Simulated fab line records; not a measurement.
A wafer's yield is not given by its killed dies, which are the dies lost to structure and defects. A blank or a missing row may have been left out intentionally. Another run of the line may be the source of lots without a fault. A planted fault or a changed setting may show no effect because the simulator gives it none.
Problem report, 8D (eight disciplines) form, completed by code    flow sky130    the parts of the form that need people (team, actions taken, sign-off) are left out

1. THE ISSUE
SPACER_CVD_00_THK at SKY_SPACER_THK_MEAS_01 reads a mean of 33.2 nm on 3 wafers of 1 lot; wafers without a fault read 43.2 nm with a standard deviation of 0.39. That puts it -26 standard deviations away from the usual mean.
Seen first at day 26 05:17 on film-metro-01, wafer L458.1. Wafers with a number at this step in the record: 33, from 11 lots. Rule for "out" (also "out of limits"): further than 4 standard deviations from the usual mean. The rest of the wafers with a number are treated as sound.

2. WHAT THIS IS AND IS NOT
question                     is                      is not
which readings at this step  SPACER_CVD_00_THK       -
which lots                   L458                    L450, L451, L452, L453, L454, L456, L469, L470, L471, L472
which wafers of those lots   all that have a number  -
read on which gauges         film-metro-01           film-metro-02, film-metro-03
when                         from day 26 05:17       up to then (18 sound wafers); but 12 sound wafers of L469, L470, L471, L472 came after

3. SUSPECTS, AND WHAT RULES EACH OUT
Counting: a tool stays on the suspect list if, at a process step up to the reading, it processed all lots that are out and no sound lot following the first of them.
- the gauge at SKY_SPACER_THK_MEAS_01 is ruled out. All the wafers that are out were read on film-metro-01, but those of them that SKY_SPACER_CVD_00 has rows for are out there too, on other tools.
- lpcvd-02 at SKY_SPACER_CVD_00 (deposits Si3N4 from DCS/NH3, target thk 43.1 nm, time 740 s): ruled out as a lasting fault. The sound lots L469, L470, L471, L472 went through it after L458, its earliest lot that is out (day 26 04:05).
Left after counting: nothing in the record.

4. THE CAUSE (what the simulator had put in)
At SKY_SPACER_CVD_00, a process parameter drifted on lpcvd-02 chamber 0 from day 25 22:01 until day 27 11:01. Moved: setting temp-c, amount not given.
Counting ruled it out, wrongly: the rule takes a fault to strike every lot that its tool runs from its start on, and this one did not.

5. SEQUENCE OF EFFECTS, ordered by route
Each row: a reading where the mean over the struck wafers with a number is more than 3 standard deviations away from the usual. Only readings for which the record gives a usual standard deviation are gone through. hours: the time from each lot's start at the first step in this table that gives one to its start at this step, as a median over the lots. sigmas: the change in usual standard deviations.
hours  step                    reading            usual       on struck wafers  change  sigmas
0      SKY_SPACER_CVD_00       spike-tc-bottom-C  793.8 C     779.7             -14.1   -9.4
0      SKY_SPACER_CVD_00       spike-tc-centre-C  770.0 C     757.4             -12.6   -9.0
0      SKY_SPACER_CVD_00       spike-tc-lower-C   770.6 C     757.3             -13.3   -9.5
0      SKY_SPACER_CVD_00       spike-tc-upper-C   770.6 C     756.4             -14.2   -13
0      SKY_SPACER_CVD_00       susceptor-temp-C   769.9 C     756.2             -13.7   -36
1      SKY_SPACER_THK_MEAS_01  SPACER_CVD_00_THK  43.2 nm     33.2              -10.0   -26
1      SKY_SPACER_ETCHBACK_02  oes-product-au     0.855 a.u.  0.746             -0.109  -17
The process steps in it:
- SKY_SPACER_CVD_00: deposits Si3N4 from DCS/NH3, target thk 43.1 nm, time 740 s.
- SKY_SPACER_ETCHBACK_02: etches Si3N4 in CH3F/O2, stops on SiO2, time 46.7 s, target depth 45 nm.

6. HOW IT WOULD HAVE BEEN CAUGHT EARLIER
The first out-of-limits reading at a measuring or inspecting step in this record came at day 26 05:17, 7 hours after the fault's start at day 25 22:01.
The tool's own readings at SKY_SPACER_CVD_00 were out on every struck wafer that the step has a row for (spike-tc-bottom-C, spike-tc-centre-C, spike-tc-lower-C, spike-tc-upper-C, susceptor-temp-C): an alarm limit on them would have fired on the first of those.
